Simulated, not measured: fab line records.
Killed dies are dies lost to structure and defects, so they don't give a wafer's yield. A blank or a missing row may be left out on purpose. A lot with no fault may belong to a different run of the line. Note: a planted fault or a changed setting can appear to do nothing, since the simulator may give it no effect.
Struck lot and sound lot, side by side || flow sky130 || 23 steps out of a route of 708
Sound: the wafers L855.1, L855.2, L855.6. Struck: wafers L862.1, L862.2 (left out: L862.3, a lot-mate that was not struck); the cause follows at the end.
Per side, at each step with rows, come the tool, then ch with its chambers, and then its first start. Under that, the readings that differ: sound wafers || struck wafers || difference of the means || sigmas: that difference in standard deviations of wafers without a fault.
alike: readings with means less than 2 such deviations apart, plus words and numbers identical on both sides. not compared: withheld readings, readings lacking a value on some wafer, bounds such as >300 that could conceal the same value, and numbers that have no deviation in the record and whose values overlap.
Wherever a step has rows on one side only, a row that says differs or no value, or a row with sigmas, the two part there. Numbers that have no deviation but don't overlap get no sigmas and don't part them. A reading that every wafer of one side lacks parts them only if that side has two wafers or more.

first, 4 steps without rows for these wafers: SKY_METAL5_SOFTBAKE_10 (time 60 s); SKY_METAL5_EXPOSE_11 (exposes mask MM5, target cd 1600 nm); SKY_METAL5_PEB_12; SKY_METAL5_DEVELOP_13 (develop time 60 s).
SKY_METAL5_DESCUM_14: chemistry O2, time 11 s.
  sound on rie metal-02 ch 0,1, day 45 16:56; struck on rie metal-01 ch 1, day 47 20:36
  alike: drypump motor current A, oes product au
  not compared: rf hours counter h
SKY_METAL5_METAL_ETCH_15: etches the open film in Cl2/BCl3, stops on SiO2, target depth 1260 nm, time 252 s.
  sound on rie metal-02 ch 0,1, day 45 16:58; struck on rie metal-01 ch 1, day 47 20:40
  alike: drypump motor current A, oes product au, throttle valve pct
  not compared: rf hours counter h
SKY_METAL5_STRIP_16: strips in O2/N2.
  sound on plasma asher-04 ch 0,1, day 45 17:12; struck on plasma asher-01 ch 0,1, day 47 21:08
  alike: drypump motor current A, o2 flow sccm, oes product au, strip time to endpoint s
  not compared: rf hours counter h
then, 3 steps without rows for these wafers: SKY_METAL5_STRIP_17 (strips in post etch residue remover, time 1200 s); SKY_METAL5_CLEAN_18 (cleans in IPA, time 180 s); SKY_METAL5_CLEAN_19 (cleans in O3/DIW).
SKY_PASSIVATION_CVD_00: deposits SiO2, target thk 90 nm.
  sound on pecvd-04 ch 0,2, day 45 17:47; struck on pecvd-04 ch 1,2, day 47 21:44
  alike: heater power w
SKY_PASSIVATION_THK_MEAS_01:
  sound on film metro-02, day 45 17:49; struck on film metro-02, day 47 21:46
  alike: PASSIVATION_CVD_00_THK
SKY_PASSIVATION_CVD_02: deposits Si3N4, target thk 540 nm.
  sound on pecvd-03 ch 0,1, day 45 17:53; struck on pecvd-03 ch 0,1, day 47 21:49
{"reading": "model.Si3N4_of_PASSIVATION_CVD_02.thk nm (nm)", "sound": "539.7 536.5 550.9", "struck": "901.4 899.7", "difference": "+358.2", "sigmas": ""}
  alike: heater power w
SKY_PASSIVATION_THK_MEAS_03:
  sound on film metro-03, day 45 18:06; struck on film metro-01, day 47 22:16
{"reading": "PASSIVATION_CVD_02_THK (nm)", "sound": "539 537 551", "struck": "902 900", "difference": "+359", "sigmas": "+47"}
  not compared: hold
then, 6 steps without rows for these wafers: SKY_PASSIVATION_HMDS_05 (prime time 60 s); SKY_PASSIVATION_COAT_06 (resist thk 3000 nm); SKY_PASSIVATION_SOFTBAKE_07; SKY_PASSIVATION_EXPOSE_08 (exposes mask NSM, target cd 3000 nm); SKY_PASSIVATION_PEB_09; SKY_PASSIVATION_DEVELOP_10 (develop time 60 s).
SKY_PASSIVATION_ETCH_11: etches the open film in CF4/O2, stops on AlCu, target depth 725 nm, time 161.1 s.
  sound on rie diel-01 ch 0,1,3, day 46 15:22; struck on rie diel-02 ch 1,3, day 48 17:33
{"reading": "oes product au (a.u.)", "sound": "0.976 0.979 0.979", "struck": "1.002 1.000", "difference": "+0.023", "sigmas": "+3"}
{"reading": "model.etch.depth nm (nm)", "sound": "703.6 701 707.7", "struck": "734.1 729.9", "difference": "+27.9", "sigmas": ""}
{"reading": "model.PASSIVATION.feature depth nm (nm)", "sound": "703.6 701 707.7", "struck": "734.1 729.9", "difference": "+27.9", "sigmas": ""}
  alike: cf4 flow sccm, drypump motor current A, throttle valve pct
  not compared: rf hours counter h
SKY_PASSIVATION_STRIP_12: strips in O2/N2.
  sound on plasma asher-03 ch 0,1, day 46 15:28; struck on plasma asher-01 ch 0,1, day 48 17:39
{"reading": "o2 flow sccm (sccm)", "sound": "2988 3000 2992", "struck": "3018 3009", "difference": "+20", "sigmas": "+2"}
  alike: drypump motor current A, oes product au, strip time to endpoint s
  not compared: rf hours counter h
SKY_PAD_OPEN_PROBE_99:
  the record has rows for the struck wafers here (prober-01, day 49 14:58) and none for the sound ones

== WHERE THEY PART ==
First at SKY_PASSIVATION_THK_MEAS_03; last, within this record, at SKY_PAD_OPEN_PROBE_99.

WHY: whatever the simulator had introduced
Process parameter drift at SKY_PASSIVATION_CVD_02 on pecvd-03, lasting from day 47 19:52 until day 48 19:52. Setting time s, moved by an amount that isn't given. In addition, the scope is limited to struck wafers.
